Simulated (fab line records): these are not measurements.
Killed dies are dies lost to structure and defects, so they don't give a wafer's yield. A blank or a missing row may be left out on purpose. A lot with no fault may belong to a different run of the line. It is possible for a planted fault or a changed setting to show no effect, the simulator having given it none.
fab line records	flow sky130	part 1 of 2: steps 1 to 40 of 42
[record] lots = 6	wafers = 18	lastDay = 49
route steps=708 shown GATE_OXIDE@192 POLY_GATE@204 RES_PROTECT@206 PAD_OPEN@708
lots that met no fault: from a run of the same line without faults
startH: the number of hours between the record's first day and the start of the first shown wafer of the lot	waitH: hours elapsed since this lot's preceding step	" same as the row above	L1.1+2: a row that stands for several wafers	- value missing, or start not given	* or withheld: withheld	< > ~ a bound
route shown NAME@n: NAME is a module with steps in the file, n the number in the route of the first one	usual: the fault-free wafers' mean and standard deviation	same: alike in all rows	chamber/n: place in a boat	sites: readings site by site	_std_site: how widely they spread, as a standard deviation	_edge_site: inner sites' mean taken away from outer sites' mean	radiusMm: for every site, how far away it sits from the centre of the wafer	mask NAME#n: copy n	behind: the tool/chamber that last shaped the wafer	hold: what put the lot on hold/how long, in hours/how the hold closed	device: transistor that didn't switch, given as n, p or np	end of line: at the end of the route, the tests of the same wafers	a step with no rows: only its recipe	killed: count of dies lost to structure and defects at first sort (not the wafer's yield)	map: a wafer's dies, x killed, . not, _ none there
set.NAME: the setting as run; set.NAME@STEP: as run at that earlier step	model.NAME: the simulator's own value behind a step, which no gauge read
lots seen at some steps along the route; tables by step, rows by wafer
services: the hour from which a tool's chamber was out of use, counted from the record's first day as startH (under 0 if before that day), plus the number of hours and why
[[steps]]
[step SKY_GATE_OXIDE_COAT_05]
[recipe] resist = NOVOLAK	spinRpm = 3000	resistThkNm = 1140
[step SKY_GATE_OXIDE_SOFTBAKE_06]
[recipe] tempC = 90	timeS = 60	resist = NOVOLAK
[step SKY_GATE_OXIDE_EXPOSE_07]
[recipe] maskId = LVOM	na = 0.6	sourceShape = conventional	sigmaOuter = 0.6	polarization = unpolarized	targetCdNm = 600	doseMj = 170
[step SKY_GATE_OXIDE_PEB_08]
[recipe] tempC = withheld	timeS = *	resist = NOVOLAK
[step SKY_GATE_OXIDE_DEVELOP_09]
[recipe] resist = NOVOLAK	developer = TMAH	developTimeS = 60	devTempC = 23
[step SKY_GATE_OXIDE_OVL_MEAS_10]
[usual] GATE_OXIDE_OVL = 0.2/1.4
lot.wafer	tool	chamber	startH	waitH	GATE_OXIDE_OVL[nm]
L742.2	overlay-02	-	310.39	0.1	-1.0
L742.3	"	-	"	"	0.9
L742.4	"	-	"	"	-0.8
L743.1	overlay-01	-	314.68	0.1	0.1
L743.2	"	-	"	"	0.2
L743.6	"	-	"	"	0.5
L749.1	overlay-02	-	369.65	0.1	0.5
L749.4	"	-	"	"	0.5
L749.6	"	-	"	"	-0.5
L756.4	overlay-02	-	434.37	0.1	0.5
L756.5	"	-	"	"	-0.3
L756.6	"	-	"	"	0.8
L759.2	overlay-01	-	459.30	0.1	1.6
L759.4	"	-	"	"	2.3
L759.5	"	-	"	"	2.4
L760.1	overlay-02	-	465.10	0.1	2.4
L760.2	"	-	"	"	1.7
L760.4	"	-	"	"	1.4
[step SKY_GATE_OXIDE_IMPLANT_11]
[recipe] species = B	energyKev = 10	doseCm2 = 2.6e+12	tiltDeg = withheld
[step SKY_GATE_OXIDE_WET_ETCH_12]
[recipe] chemistry = dHF	targetDepthNm = 16.8	dry = n2Spin	target = SiO2	dilution = 100:1	tempC = 25	timeS = 336
[step SKY_GATE_OXIDE_STRIP_13]
[recipe] chemistry = O2/N2	powerW = 1400	pressureMtorr = 1500	platenTempC = withheld	o2FlowSccm = 3000	n2FlowSccm = 300	overashFraction = 0.5
[usual] drypumpMotorCurrentA = 6.0/0.57	oesProductAu = 0.715/0.0046	stripTimeToEndpointS = 14.18/0.047
lot.wafer	tool	chamber	startH	waitH	drypumpMotorCurrentA	oesProductAu	rfHoursCounterH	stripTimeToEndpointS
L742.2	plasmaAsher-03	1	310.67	0.0	6.8	0.720	61	14.23
L742.3	"	0	"	"	5.8	0.706	-	14.20
L742.4	"	1	"	"	6.8	0.714	-	14.23
L743.1	plasmaAsher-02	1	314.97	0.0	6.1	0.718	50	14.21
L743.2	"	0	"	"	6.3	0.723	50	14.21
L743.6	"	1	"	"	6.2	0.707	-	14.21
L749.1	plasmaAsher-02	0	369.95	0.0	6.3	0.704	55	14.25
L749.4	"	1	"	"	6.2	0.717	-	14.23
L749.6	"	0	"	"	6.3	0.718	-	14.22
L756.4	plasmaAsher-02	0	434.67	0.0	6.3	0.713	-	14.15
L756.5	"	0	"	"	6.2	0.712	-	14.20
L756.6	"	1	"	"	6.2	0.713	-	14.14
L759.2	plasmaAsher-03	1	459.58	0.0	6.8	0.721	4	14.24
L759.4	"	0	"	"	5.8	0.719	-	14.22
L759.5	"	1	"	"	6.8	0.711	-	14.27
L760.1	plasmaAsher-04	0	465.39	0.0	5.0	0.712	36	14.12
L760.2	"	1	"	"	5.4	0.721	36	14.16
L760.4	"	1	"	"	5.4	0.710	-	14.17
[step SKY_GATE_OXIDE_TW_MEAS_14]
[usual] GATE_OXIDE_TW = 225/3.2
lot.wafer	tool	chamber	startH	waitH	GATE_OXIDE_TW
L742.2	filmMetro-02	-	310.78	0.1	224
L742.3	"	-	"	"	223
L742.4	"	-	"	"	223
L743.1	filmMetro-03	-	315.07	0.1	228
L743.2	"	-	"	"	229
L743.6	"	-	"	"	228
L749.1	filmMetro-02	-	370.05	0.1	224
L749.4	"	-	"	"	225
L749.6	"	-	"	"	226
L756.4	filmMetro-03	-	434.77	0.1	228
L756.5	"	-	"	"	228
L756.6	"	-	"	"	228
L759.2	filmMetro-01	-	459.69	0.1	220
L759.4	"	-	"	"	221
L759.5	"	-	"	"	222
L760.1	filmMetro-03	-	465.49	0.1	230
L760.2	"	-	"	"	229
L760.4	"	-	"	"	230
[step SKY_GATE_OXIDE_CLEAN_15]
[recipe] chemistry = SC1/SC2	mix = 1:4:20	tempC = 70	timeS = 150	dry = n2Spin
[step SKY_GATE_OXIDE_OXIDATION_16]
[recipe] tempC = 800	ambient = O2	idleTempC = 700	rampUpCPerMin = 10	rampDownCPerMin = 3	stabiliseS = 600	purgeS = 300	targetThkA = 35.7	oxTimeS = 1915
[step SKY_POLY_GATE_CVD_00]
[recipe] material = poly-Si	targetThkNm = 180	tempC = 620	timeS = 720	pressureMtorr = 200
[usual] zonePowerLowerPct = 8.47/0.18	zonePowerUpperPct = 9.2/0.55
lot.wafer	tool	chamber	startH	waitH	zonePowerLowerPct	zonePowerUpperPct	model.poly-Si_of_POLY_GATE_CVD_00.thkNm
L742.2	lpcvd-01	0	313.99	0.0	8.60	9.9	181.1
L742.3	"	0	"	"	8.66	9.9	178.3
L742.4	"	0	"	"	8.52	9.8	179.2
L743.1	lpcvd-01	1	319.46	2.2	8.38	8.5	179.7
L743.2	"	1	"	"	8.39	8.8	179.2
L743.6	"	1	"	"	8.36	8.6	179.1
L749.1	lpcvd-01	1	371.72	0.0	8.35	8.6	182
L749.4	"	1	"	"	8.36	8.5	182.5
L749.6	"	1	"	"	8.43	8.7	182.3
L756.4	lpcvd-01	0	436.39	0.0	8.77	9.7	180.5
L756.5	"	0	"	"	8.68	9.7	180.7
L756.6	"	0	"	"	8.68	9.9	182.4
L759.2	lpcvd-01	0	461.33	0.0	8.71	9.7	73.32
L759.4	"	0	"	"	8.65	9.9	73.33
L759.5	"	0	"	"	8.66	9.8	71.58
L760.1	lpcvd-01	0	467.99	0.0	8.67	9.7	71.59
L760.2	"	0	"	"	8.58	9.8	71.98
L760.4	"	0	"	"	8.50	10.0	73.71
[step SKY_POLY_GATE_THK_MEAS_01]
[recipe] reads = poly-Si_of_POLY_GATE_CVD_00
[usual] POLY_GATE_CVD_00_THK = 180.3/1.3
lot.wafer	tool	chamber	startH	waitH	POLY_GATE_CVD_00_THK[nm]
L742.2	filmMetro-02	-	315.20	0.0	181.1
L742.3	"	-	"	"	178.2
L742.4	"	-	"	"	179.2
L743.1	filmMetro-01	-	320.66	0.0	179.7
L743.2	"	-	"	"	179.2
L743.6	"	-	"	"	179.0
L749.1	filmMetro-02	-	372.92	0.0	182.3
L749.4	"	-	"	"	182.5
L749.6	"	-	"	"	182.3
L756.4	filmMetro-01	-	437.62	0.0	180.5
L756.5	"	-	"	"	180.6
L756.6	"	-	"	"	182.5
L759.2	filmMetro-01	-	462.54	0.0	73.3
L759.4	"	-	"	"	73.3
L759.5	"	-	"	"	71.6
L760.1	filmMetro-02	-	469.19	0.0	71.6
L760.2	"	-	"	"	72.0
L760.4	"	-	"	"	73.7
[step SKY_RES_PROTECT_DEHYDRATE_00]
[recipe] tempC = 200	timeS = 60
[step SKY_RES_PROTECT_HMDS_01]
[recipe] primeTimeS = 60	primeTempC = 120
[step SKY_RES_PROTECT_COAT_02]
[recipe] resist = NOVOLAK	spinRpm = 2958	resistThkNm = 1140
[step SKY_RES_PROTECT_SOFTBAKE_03]
[recipe] tempC = 90	timeS = 60	resist = NOVOLAK
[step SKY_RES_PROTECT_EXPOSE_04]
[recipe] maskId = RPM	na = 0.6	sourceShape = conventional	sigmaOuter = 0.6	polarization = unpolarized	targetCdNm = 1270	doseMj = 131
[step SKY_RES_PROTECT_PEB_05]
[recipe] tempC = withheld	timeS = *	resist = NOVOLAK
[step SKY_RES_PROTECT_DEVELOP_06]
[recipe] resist = NOVOLAK	developer = TMAH	developTimeS = 60	devTempC = 23
[step SKY_POLY_GATE_IMPLANT_02]
[recipe] species = P	energyKev = 30	doseCm2 = 7.7e+15	tiltDeg = 0
[step SKY_RES_PROTECT_STRIP_07]
[recipe] chemistry = O2/N2	powerW = 1400	pressureMtorr = 1500	platenTempC = withheld	o2FlowSccm = 3000	n2FlowSccm = 300	overashFraction = 0.5
[usual] drypumpMotorCurrentA = 5.7/0.59	oesProductAu = 0.519/0.0046	stripTimeToEndpointS = 23.37/0.039
lot.wafer	tool	chamber	startH	waitH	drypumpMotorCurrentA	oesProductAu	rfHoursCounterH	stripTimeToEndpointS
L742.2	plasmaAsher-01	0	341.55	0.1	5.5	0.519	66	23.38
L742.3	"	1	"	"	6.3	0.518	-	23.39
L742.4	"	0	"	"	5.4	0.516	-	23.39
L743.1	plasmaAsher-01	0	347.46	0.1	5.4	0.516	67	23.31
L743.2	"	1	"	"	6.2	0.524	67	23.27
L743.6	"	1	"	"	6.2	0.519	-	23.30
L749.1	plasmaAsher-03	0	402.43	0.1	5.7	0.519	69	23.33
L749.4	"	0	"	"	5.7	0.528	-	23.37
L749.6	"	0	"	"	5.8	0.528	-	23.38
L756.4	plasmaAsher-03	0	469.20	0.1	5.7	0.513	-	23.43
L756.5	"	0	"	"	5.7	0.516	-	23.44
L756.6	"	1	"	"	6.8	0.521	-	23.42
L759.2	plasmaAsher-04	1	493.28	0.1	5.5	0.516	39	23.38
L759.4	"	0	"	"	5.0	0.516	-	23.39
L759.5	"	1	"	"	5.4	0.512	-	23.38
L760.1	plasmaAsher-04	1	499.70	0.1	5.4	0.520	40	23.36
L760.2	"	0	"	"	5.0	0.522	40	23.37
L760.4	"	0	"	"	5.0	0.521	-	23.37
[step SKY_RES_PROTECT_TW_MEAS_08]
[usual] POLY_GATE_TW = 4058/55
lot.wafer	tool	chamber	startH	waitH	POLY_GATE_TW
L742.2	filmMetro-04	-	341.66	0.1	3999
L742.3	"	-	"	"	4021
L742.4	"	-	"	"	4016
L743.1	filmMetro-02	-	347.56	0.1	3993
L743.2	"	-	"	"	3992
L743.6	"	-	"	"	3991
L749.1	filmMetro-02	-	402.53	0.1	4001
L749.4	"	-	"	"	3992
L749.6	"	-	"	"	3997
L756.4	filmMetro-03	-	469.29	0.1	4163
L756.5	"	-	"	"	4142
L756.6	"	-	"	"	4170
L759.2	filmMetro-03	-	493.39	0.1	4110
L759.4	"	-	"	"	4105
L759.5	"	-	"	"	4105
L760.1	filmMetro-02	-	499.80	0.1	4030
L760.2	"	-	"	"	4028
L760.4	"	-	"	"	4045
[step SKY_RES_PROTECT_CLEAN_09]
[recipe] chemistry = SC1/SC2	mix = 1:4:20	tempC = 70	timeS = 150	dry = n2Spin
lot.wafer	tool	chamber	startH	waitH	model.poly-Si_of_POLY_GATE_CVD_00.thkNm
L742.2	wetBench-02	2	341.71	0.0	180.5
L742.3	"	2	"	"	177.6
L742.4	"	2	"	"	178.6
L743.1	wetBench-04	3	347.62	0.1	179.1
L743.2	"	3	"	"	178.6
L743.6	"	3	"	"	178.4
L749.1	wetBench-04	1	402.63	0.1	181.3
L749.4	"	1	"	"	181.9
L749.6	"	1	"	"	181.7
L756.4	wetBench-04	1	469.32	0.0	179.9
L756.5	"	1	"	"	180.1
L756.6	"	1	"	"	181.7
L759.2	wetBench-02	2	493.44	0.0	72.69
L759.4	"	2	"	"	72.7
L759.5	"	2	"	"	70.95
L760.1	wetBench-04	2	499.86	0.1	70.96
L760.2	"	2	"	"	71.34
L760.4	"	2	"	"	73.08
[step SKY_POLY_GATE_CVD_03]
[recipe] material = Si3N4	precursor = DCS/NH3	targetThkNm = 75	tempC = 770	timeS = 1290	pressureMtorr = 250
[step SKY_POLY_GATE_THK_MEAS_04]
[recipe] reads = Si3N4_of_POLY_GATE_CVD_03
[usual] POLY_GATE_CVD_03_THK = 75.2/0.82
lot.wafer	tool	chamber	startH	waitH	POLY_GATE_CVD_03_THK[nm]
L742.2	filmMetro-01	-	344.03	0.0	74.0
L742.3	"	-	"	"	74.1
L742.4	"	-	"	"	74.1
L743.1	filmMetro-02	-	350.80	0.0	75.4
L743.2	"	-	"	"	75.6
L743.6	"	-	"	"	75.9
L749.1	filmMetro-02	-	405.66	0.0	75.1
L749.4	"	-	"	"	75.0
L749.6	"	-	"	"	74.7
L756.4	filmMetro-04	-	470.76	0.0	76.8
L756.5	"	-	"	"	76.8
L756.6	"	-	"	"	77.3
L759.2	filmMetro-01	-	494.86	0.0	75.4
L759.4	"	-	"	"	75.9
L759.5	"	-	"	"	75.2
L760.1	filmMetro-01	-	501.31	0.0	75.8
L760.2	"	-	"	"	75.9
L760.4	"	-	"	"	76.3
[step SKY_POLY_GATE_DEHYDRATE_05]
[recipe] tempC = 200	timeS = 60
[step SKY_POLY_GATE_HMDS_06]
[recipe] primeTimeS = 60	primeTempC = 120
[step SKY_POLY_GATE_COAT_07]
[recipe] resist = BARC	tempC = withheld	timeS = withheld	spinRpm = 3000	resistThkNm = 110
[step SKY_POLY_GATE_COAT_08]
[recipe] resist = KrF-thick	spinRpm = 3000	resistThkNm = 450
[step SKY_POLY_GATE_SOFTBAKE_09]
[recipe] tempC = 100	timeS = 90	resist = KrF-thick
[step SKY_POLY_GATE_EXPOSE_10]
[recipe] maskId = P1M	na = 0.68	sourceShape = conventional	sigmaOuter = 0.6	targetCdNm = 150	doseMj = 28
[step SKY_POLY_GATE_PEB_11]
[recipe] pebTempC = withheld	pebTimeS = withheld	resist = KrF-thick
[step SKY_POLY_GATE_DEVELOP_12]
[recipe] developTimeS = 60	resist = KrF-thick	devTempC = 21
[step SKY_POLY_GATE_CD_MEAS_13]
[recipe] targetCdNm = 150
[usual] cdNm = 149.7/1.1
lot.wafer	tool	chamber	startH	waitH	cdNm
L742.2	cdSem-02	-	372.47	-	150.4
L742.3	"	-	"	"	148.3
L742.4	"	-	"	"	150.0
L743.1	cdSem-02	-	378.70	-	150.1
L743.2	"	-	"	"	150.3
L743.6	"	-	"	"	151.3
L749.1	cdSem-01	-	436.10	-	150.4
L749.4	"	-	"	"	149.4
L749.6	"	-	"	"	151.0
L756.4	cdSem-01	-	502.01	-	149.5
L756.5	"	-	"	"	150.4
L756.6	"	-	"	"	150.6
L759.2	cdSem-01	-	525.48	-	150.2
L759.4	"	-	"	"	149.4
L759.5	"	-	"	"	150.2
L760.1	cdSem-02	-	532.76	-	151.6
L760.2	"	-	"	"	152.4
L760.4	"	-	"	"	151.0
[step SKY_POLY_GATE_OVL_MEAS_14]
[usual] POLY_GATE_OVL = 2/5
lot.wafer	tool	chamber	startH	waitH	POLY_GATE_OVL[nm]
L742.2	overlay-01	-	372.58	0.1	0
L742.3	"	-	"	"	2
L742.4	"	-	"	"	-3
L743.1	overlay-01	-	378.82	0.1	1
L743.2	"	-	"	"	8
L743.6	"	-	"	"	13
L749.1	overlay-02	-	436.22	0.1	3
L749.4	"	-	"	"	1
L749.6	"	-	"	"	4
L756.4	overlay-02	-	502.08	0.1	2
L756.5	"	-	"	"	3
L756.6	"	-	"	"	5
L759.2	overlay-02	-	525.59	0.1	6
L759.4	"	-	"	"	8
L759.5	"	-	"	"	16
L760.1	overlay-01	-	532.88	0.1	0
L760.2	"	-	"	"	-1
L760.4	"	-	"	"	-4
[step SKY_POLY_GATE_ETCH_15]
[recipe] chemistry = N2/H2	target = BARC	ionEnergyEv = 200	sourceW = 500	biasW = 96.25	pressureMtorr = 30	n2FlowSccm = 100	h2FlowSccm = 200	stopOn = SiO2	timeS = 118.5	targetDepthA = 1100
[usual] drypumpMotorCurrentA = 5.5/0.48	h2FlowSccm = 200.0/0.49	oesProductAu = 0.716/0.0049	throttleValvePct = 13.214/0.0094
lot.wafer	tool	chamber	startH	waitH	drypumpMotorCurrentA	h2FlowSccm	oesProductAu	rfHoursCounterH	throttleValvePct
L742.2	rieDiel-02	3	372.61	0.0	6.5	200.1	0.715	95	13.216
L742.3	"	0	"	"	5.1	200.5	0.721	1	13.203
L742.4	"	2	"	"	5.5	200.6	0.710	18	13.214
L743.1	rieDiel-03	1	378.85	0.0	5.6	200.3	0.712	13	13.220
L743.2	"	0	"	"	5.9	200.3	0.710	15	13.217
L743.6	"	2	"	"	4.6	199.9	0.716	-	13.233
L749.1	rieDiel-03	1	436.26	0.0	5.6	199.1	0.714	14	13.225
L749.4	"	2	"	"	4.6	199.4	0.720	8	13.206
L749.6	"	2	"	"	4.6	199.7	0.715	-	13.229
L756.4	rieDiel-03	0	502.10	0.0	5.9	200.4	0.710	17	13.221
L756.5	"	2	"	"	4.7	199.3	0.711	-	13.218
L756.6	"	1	"	"	5.6	200.1	0.722	-	13.209
L759.2	rieDiel-01	0	525.62	0.0	6.0	199.3	0.716	13	13.212
L759.4	"	1	"	"	5.7	200.0	0.707	-	13.212
L759.5	"	3	"	"	5.6	200.1	0.712	-	13.208
L760.1	rieDiel-02	2	532.92	0.0	5.6	200.0	0.713	22	13.227
L760.2	"	0	"	"	5.1	200.2	0.696	4	13.223
L760.4	"	3	"	"	6.5	199.9	0.701	1	13.193
[step SKY_POLY_GATE_ETCH_16]
[recipe] stopOn = poly-Si	chemistry = CH3F/O2	target = Si3N4	sourceW = 400	biasW = 80	pressureMtorr = 25	ch3fFlowSccm = 40	O2_flow_sccm = 30	timeS = 147.5	targetDepthA = 750
[usual] O2_flow_sccm = 30.01/0.097	drypumpMotorCurrentA = 5.5/0.48	oesProductAu = 0.641/0.0053	throttleValvePct = 10.534/0.009
lot.wafer	tool	chamber	startH	waitH	O2_flow_sccm	drypumpMotorCurrentA	oesProductAu	rfHoursCounterH	throttleValvePct
L742.2	rieDiel-02	3	372.69	0.0	30.06	6.5	0.642	95	10.530
L742.3	"	0	"	"	30.03	5.0	0.638	1	10.520
L742.4	"	2	"	"	29.86	5.5	0.635	18	10.533
L743.1	rieDiel-03	1	378.94	0.0	30.06	5.6	0.637	13	10.533
L743.2	"	0	"	"	30.09	5.9	0.651	15	10.524
L743.6	"	2	"	"	30.10	4.6	0.643	-	10.534
L749.1	rieDiel-03	1	436.34	0.0	29.93	5.6	0.643	14	10.531
L749.4	"	2	"	"	29.99	4.6	0.638	8	10.543
L749.6	"	2	"	"	30.04	4.6	0.643	-	10.521
L756.4	rieDiel-03	0	502.18	0.0	30.06	6.0	0.640	17	10.542
L756.5	"	2	"	"	30.16	4.6	0.648	-	10.521
L756.6	"	1	"	"	30.03	5.6	0.648	-	10.541
L759.2	rieDiel-01	0	525.70	0.0	29.98	6.0	0.644	14	10.531
L759.4	"	1	"	"	30.01	5.7	0.643	-	10.530
L759.5	"	3	"	"	29.91	5.5	0.641	-	10.523
L760.1	rieDiel-02	2	533.00	0.0	30.05	5.5	0.646	22	10.540
L760.2	"	0	"	"	30.16	5.1	0.646	4	10.519
L760.4	"	3	"	"	30.05	6.5	0.646	1	10.529
[step SKY_POLY_GATE_ETCH_17]
[recipe] targetDepthNm = 180	stopOn = SiO2	overEtchFrac = 0.56667	chemistry = HBr/Cl2	target = poly-Si	icpW = 400	biasW = 100	pressureMtorr = 10	HBr_flow_sccm = 150	Cl2_flow_sccm = 50	timeS = 70.5
[usual] drypumpMotorCurrentA = 5.7/0.46	oesProductAu = 0.989/0.0066	throttleValvePct = 33.684/0.0099
lot.wafer	tool	chamber	startH	waitH	drypumpMotorCurrentA	oesProductAu	rfHoursCounterH	throttleValvePct	model.etch.depthNm	model.POLY_GATE.featureDepthNm
L742.2	rieSi-01	0	372.79	0.0	5.5	0.995	3	33.667	179.5	179.5
L742.3	"	1	"	"	5.1	0.982	59	33.686	177.6	177.6
L742.4	"	2	"	"	5.6	0.982	2	33.668	178.6	178.6
L743.1	rieSi-02	1	379.03	0.0	5.3	0.972	45	33.700	179	179
L743.2	"	0	"	"	5.8	0.972	3	33.684	177.3	177.3
L743.6	"	3	"	"	6.3	0.979	-	33.686	178.2	178.2
L749.1	rieSi-01	2	436.44	0.0	5.6	0.994	3	33.698	181.3	181.3
L749.4	"	1	"	"	5.1	0.991	59	33.688	181	181
L749.6	"	1	"	"	5.1	1.006	-	33.681	181.6	181.6
L756.4	rieSi-02	2	502.28	0.0	6.4	0.996	3	33.689	179.9	179.9
L756.5	"	1	"	"	5.3	0.998	-	33.688	180.1	180.1
L756.6	"	2	"	"	6.5	0.996	-	33.685	181.7	181.7
L759.2	rieSi-01	2	525.80	0.0	5.6	0.574	3	33.669	72.69	72.69
L759.4	"	3	"	"	5.4	0.564	4	33.690	72.7	72.7
L759.5	"	2	"	"	5.5	0.556	-	33.694	70.95	70.95
L760.1	rieSi-02	0	533.10	0.0	5.9	0.560	4	33.688	70.96	70.96
L760.2	"	2	"	"	6.4	0.559	3	33.688	71.34	71.34
L760.4	"	1	"	"	5.3	0.559	46	33.703	73.08	73.08
[[key]]
[firstSign] step = SKY_POLY_GATE_THK_MEAS_01	reading = POLY_GATE_CVD_00_THK	direction = down	sigmas = 82	usual = 180.3	struck = 72.6
[effect] step = SKY_POLY_GATE_ETCH_17	reading = oesProductAu	direction = down	sigmas = 65	usual = 0.989	struck = 0.562
[modelEffect] step = SKY_POLY_GATE_CVD_00	value = poly-Si_of_POLY_GATE_CVD_00.thkNm	without = 179.3	struck = 72.58
[modelEffect] step = SKY_RES_PROTECT_CLEAN_09	value = poly-Si_of_POLY_GATE_CVD_00.thkNm	without = 178.7	struck = 71.95
[modelEffect] step = SKY_POLY_GATE_ETCH_17	value = etch.depthNm	without = 178.7	struck = 71.95
metAt SKY_POLY_GATE_CVD_00
struckWafers L759.2,L759.4,L759.5,L760.1,L760.2,L760.4
testerLeftOut L759,L760
onsetBetween 436.39 461.33
alsoFits time
[fault] kind = processParameterDrift	tool = lpcvd-01	chamber = -	onsetH = 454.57	steps = SKY_POLY_GATE_CVD_00	channel = targetThkNm	offset = -106.73	shape = step	endH = 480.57	stated = 180
// testerLeftOut: of these lots the tester's yield and bins aren't shown, on N5 and GAA mostly nor the transistor test; their killed dies are dies lost to structure and defects alone, not to doping, threshold or leakage, so they don't give the yield
